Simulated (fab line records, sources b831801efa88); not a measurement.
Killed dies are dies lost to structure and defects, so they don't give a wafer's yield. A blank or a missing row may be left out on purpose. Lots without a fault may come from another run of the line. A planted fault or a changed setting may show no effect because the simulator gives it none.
One fault seen from 2 desks | flow gf180mcu | each desk has only its own numbers; what lay behind them comes last

THE METROLOGY DESK
What the gauges read, lot by lot, whatever tool the lot ran on: means of the sampled wafers that have a number. A lot is out of limits, marked OUT, if its mean lies more than 4 standard deviations from the usual mean; the brackets give that distance.
Columns: A = VT_IMPLANT_2_TW at GF_VT_IMPLANT_TW_MEAS_21, usual 1207; B = POLY_GATE_CVD_00_THK at GF_POLY_GATE_THK_MEAS_01, usual 198.6 nm; C = HV_LDD_OVL at GF_HV_LDD_OVL_MEAS_08, usual 0.4 nm
lot  | first seen here | A    | B               | C
L108 | day 6 07:28     | 1224 | 199.5           | 2.4
L109 | day 6 12:31     | 1197 | 194.3           | 0.3
L110 | day 7 00:22     | 1193 | 200.9           | -0.1
L115 | day 8 00:44     | 1230 | 198.1           | -1.9
L116 | day 8 11:15     | 1197 | 196.3           | 0.8
L117 | day 8 15:41     | 1203 | 200.3           | 0.6
L119 | day 9 05:31     | 1225 | 196.4           | -1.0
L120 | day 9 11:49     | 1202 | 198.4           | 1.3
L126 | day 11 00:02    | 1205 | 276.6 (+37) OUT | 0.2
L127 | day 11 07:08    | 1208 | 275.7 (+37) OUT | 0.6
L129 | day 11 21:03    | 1202 | 201.6           | 1.0
L131 | day 12 08:41    | 1226 | 197.3           | 2.9
This desk's finding: out of limits on L126, L127; first on L126, day 13 16:10 (POLY_GATE_CVD_00_THK at GF_POLY_GATE_THK_MEAS_01). In limits: L108, L109, L110, L115, L116, L117, L119, L120, L129, L131.

THE TOOL OWNER'S DESK: lpcvd-02
The tool's own readings at GF_POLY_GATE_CVD_00 (deposits poly-Si, target thk 200 nm, time 1200 s): means of the sampled wafers that have a number, for each lot that ran on this tool. A lot is out of limits, marked OUT, if its mean lies more than 4 standard deviations from the usual mean; the brackets give that distance.
Columns: A = spike_tc_upper_C at GF_POLY_GATE_CVD_00, usual 620.4 C; B = zone_power_lower_pct at GF_POLY_GATE_CVD_00, usual 9.0 %; C = zone_power_upper_pct at GF_POLY_GATE_CVD_00, usual 9.0 %
lot  | first seen here | A     | B   | C
L108 | day 8 12:04     | 620.8 | 9.6 | 7.6
L110 | day 9 03:52     | 621.9 | 9.8 | 7.5
L117 | day 10 23:58    | 620.9 | 9.7 | 7.6
L126 | day 13 14:49    | 618.6 | 8.4 | 10.1
L127 | day 13 22:14    | 621.3 | 9.9 | 7.5
This desk's finding: nothing out of limits on any of the 5 lots.

PUT TOGETHER
The metrology desk could have raised an alarm at day 13 16:10, on L126, L127.
The tool owner's desk saw nothing out of limits.
The tool owner's desk has L126, L127 on record, within its limits.
Of the lots named, all ran GF_POLY_GATE_CVD_00 on lpcvd-02.

WHAT THE SIMULATOR HAD PUT IN
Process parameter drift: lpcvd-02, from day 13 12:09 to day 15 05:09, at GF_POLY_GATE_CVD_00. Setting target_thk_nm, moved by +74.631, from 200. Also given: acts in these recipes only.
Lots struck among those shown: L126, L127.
Hours from the fault's start to each desk's first reading out of limits: the metrology desk, 4.
